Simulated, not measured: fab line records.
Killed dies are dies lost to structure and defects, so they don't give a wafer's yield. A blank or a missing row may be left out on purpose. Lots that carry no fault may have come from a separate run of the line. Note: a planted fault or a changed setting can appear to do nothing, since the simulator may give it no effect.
Which tool is to blame? ; flow sfqLine ; 14 lots with 42 wafers sampled at 2 steps, on a route of 325 steps

## WHAT THE GAUGES SHOWED, per wafer
SFQ_JJ_RS_MEAS_929: a four-point-probe measurement. Usual: JJ_NB_RS typically reads 1.054 ohm/sq, with standard deviation 0.0095.
lot;measured;on;JJ_NB_RS (ohm/sq);flag
L908;day 47 00:03;filmMetro-04;1.047 1.051 1.060;
L909;day 47 01:15;filmMetro-02;1.055 1.057 1.058;
L910;day 47 02:28;filmMetro-04;1.047 1.063 1.058;
L913;day 54 00:24;filmMetro-01;1.060 1.059 1.061;
L917;day 54 16:37;filmMetro-02;1.041 1.045 1.049;
L919;day 56 10:07;filmMetro-01;1.055 1.048 1.047;
L920;day 56 15:42;filmMetro-02;1.057 1.051 1.056;
L921;day 60 09:18;filmMetro-01;1.065 1.058 1.062;
L922;day 60 22:31;filmMetro-02;1.050 1.052 1.065;
L923;day 61 03:18;filmMetro-04;1.064 1.068 1.077;
L927;day 62 07:55;filmMetro-04;1.059 1.064 1.057;
L928;day 62 09:07;filmMetro-01;1.067 1.050 1.055;
L929;day 62 21:14;filmMetro-04;1.049 1.054 1.056;
L930;day 63 12:41;filmMetro-02;1.063 1.074 1.077;

## TOOL THAT RAN EACH LOT (tool first, then ch and the chambers of the sampled wafers, then the start)
lot;SFQ_TRILAYER_M1_ETCH_METAL_ETCH_042
L908;rieMetal-02 ch 1, day 18 21:44
L909;rieMetal-02 ch 0,1, day 19 04:56
L910;rieMetal-02 ch 0,1, day 19 15:44
L913;rieMetal-04 ch 1, day 21 18:19
L917;rieMetal-01 ch 0,1, day 23 05:10
L919;rieMetal-02 ch 0,1, day 24 03:58
L920;rieMetal-01 ch 0,1, day 24 12:24
L921;rieMetal-02 ch 1, day 24 21:59
L922;rieMetal-02 ch 0,1, day 25 05:26
L923;rieMetal-01 ch 0, day 31 19:56
L927;rieMetal-01 ch 0,1, day 34 08:01
L928;rieMetal-01 ch 0,1, day 34 11:37
L929;rieMetal-02 ch 1, day 34 23:41
L930;rieMetal-02 ch 1, day 35 11:43
- SFQ_TRILAYER_M1_ETCH_METAL_ETCH_042: etches Nb in Cl2/Ar, stops on SiO2, target depth 240 nm, time 120 s.

## AS READ BY THE TOOLS THEMSELVES (means over the sampled wafers that have a number; for cases with no such wafer, the mark the record gives instead)
SFQ_TRILAYER_M1_ETCH_METAL_ETCH_042. Usual: chamberPressureMTorr 10.001 mTorr, standard deviation 0.009; drypumpMotorCurrentA 6.0 A, standard deviation 0.57; oesProductAu 0.896 a.u., standard deviation 0.0071.
lot;tool;chamberPressureMTorr (mTorr);drypumpMotorCurrentA (A);oesProductAu (a.u.);flag
L908;rieMetal-02;10.006;6.3;0.898;
L909;rieMetal-02;10.005;6.4;0.893;
L910;rieMetal-02;10.004;6.5;0.904;
L913;rieMetal-04;10.008;4.7;0.899;
L917;rieMetal-01;10.006;6.0;0.903;
L919;rieMetal-02;10.000;6.4;0.894;
L920;rieMetal-01;9.993;5.6;0.889;
L921;rieMetal-02;9.997;6.3;0.905;
L922;rieMetal-02;9.998;6.5;0.893;
L923;rieMetal-01;10.011;5.3;0.903;
L927;rieMetal-01;9.997;6.0;0.830;OFF
L928;rieMetal-01;10.004;6.0;0.822;OFF
L929;rieMetal-02;9.995;6.3;0.900;
L930;rieMetal-02;10.005;6.3;0.897;

## THE ANSWER, worked out from the rows above alone
Rule: take the mean of a lot's wafers that have a number; if it is more than 3 standard deviations from the usual mean, the lot is off. Also off: a lot with no number at a reading for which 4 or more lots have one. Where the step has rows for the other lots, those lots are counted as sound. The gauges are gone through in route order, then the tools' own readings, and for those a lot's mean is taken as printed above. At the first step where some lot is off, the reading lying furthest off is the one used; lots without a number count as furthest.
Off at SFQ_TRILAYER_M1_ETCH_METAL_ETCH_042 (oesProductAu): L927, L928.
A tool fits if, at that step or a process step before it, it ran every lot that is off, and no sound lot after the first of them. One fits: rieMetal-01 at SFQ_TRILAYER_M1_ETCH_METAL_ETCH_042. A fault onset in the window from L923 (day 31 19:56, its last sound lot) to L927 (day 34 08:01, its first lot off) fits.
The tool's own readings at SFQ_TRILAYER_M1_ETCH_METAL_ETCH_042 bear it out: on the lots that are off they differ by more than 5 times the standard deviation of the sound lots' means. oesProductAu reads 0.826 a.u. there against 0.898 a.u. on the sound lots.

## WHAT HAD BEEN PUT IN BY THE SIMULATOR
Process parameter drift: rieMetal-01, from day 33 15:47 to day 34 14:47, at SFQ_TRILAYER_M1_ETCH_METAL_ETCH_042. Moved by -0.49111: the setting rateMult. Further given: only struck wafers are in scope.
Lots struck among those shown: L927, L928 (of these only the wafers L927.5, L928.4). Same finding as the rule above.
